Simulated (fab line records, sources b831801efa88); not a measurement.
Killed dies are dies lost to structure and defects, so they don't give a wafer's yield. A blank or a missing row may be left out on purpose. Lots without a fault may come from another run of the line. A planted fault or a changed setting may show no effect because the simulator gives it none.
Which tool did it? | flow sky130 | 7 lots, 21 wafers sampled, at 3 steps of a route of 708

WHAT THE GAUGES READ, wafer by wafer
SKY_VIA3_THK_MEAS_23: measures by xrf.
lot  | measured     | on            | VIA3_W_THK (nm)
L380 | day 41 12:39 | film_metro-04 | 384 392 384
L385 | day 42 20:31 | film_metro-03 | 394 382 392
L386 | day 42 23:08 | film_metro-02 | 387 387 382
L390 | day 44 13:23 | film_metro-02 | 378 378 374
L392 | day 44 22:15 | film_metro-03 | 372 373 376
L394 | day 45 17:12 | film_metro-04 | 380 394 383
L398 | day 46 11:20 | film_metro-03 | 382 380 376

WHICH TOOL RAN EACH LOT (tool, then ch and the chambers of the sampled wafers, then the start)
lot  | SKY_VT_ADJUST_HVTR_DEVELOP_06     | SKY_VIA3_CMP_02
L380 | litho_track-03 ch 0, day 10 19:02 | cmp-01 ch 0,3, day 40 10:20
L385 | litho_track-03 ch 0, day 12 06:35 | cmp-02 ch 1,2,3, day 41 18:32
L386 | litho_track-03 ch 0, day 12 10:15 | cmp-02 ch 0,1,3, day 41 20:59
L390 | litho_track-03 ch 0, day 13 16:25 | cmp-01 ch 0,2,3, day 43 13:12
L392 | litho_track-02, day 14 19:15      | cmp-02 ch 0,1,2, day 43 21:54
L394 | litho_track-01 ch 0, day 15 06:38 | cmp-02 ch 0,2,3, day 44 16:47
L398 | litho_track-01 ch 0, day 16 08:14 | cmp-02 ch 0,2, day 45 11:59
- SKY_VT_ADJUST_HVTR_DEVELOP_06: develop time 60 s.
- SKY_VIA3_CMP_02: polishes SiO2.

THE ANSWER, worked out from the rows above alone
Rule: what is usual is taken from the lots themselves. Put in order of their means at a reading, lots are off if they are a third of the lots or fewer, leave a main group of 4 or more, and stand apart from it by a gap of 3 or more times the standard deviation of the main group's means; of several such gaps the widest counts. A main group whose means are all the same, to the digits that the tables above print for the reading, isn't used. A lot without any number at a reading at which 4 lots or more have one is off too. The other lots that the step has rows for count as sound.
No lot is off at any reading shown: from this, nothing can be told.

WHAT THE SIMULATOR HAD PUT IN
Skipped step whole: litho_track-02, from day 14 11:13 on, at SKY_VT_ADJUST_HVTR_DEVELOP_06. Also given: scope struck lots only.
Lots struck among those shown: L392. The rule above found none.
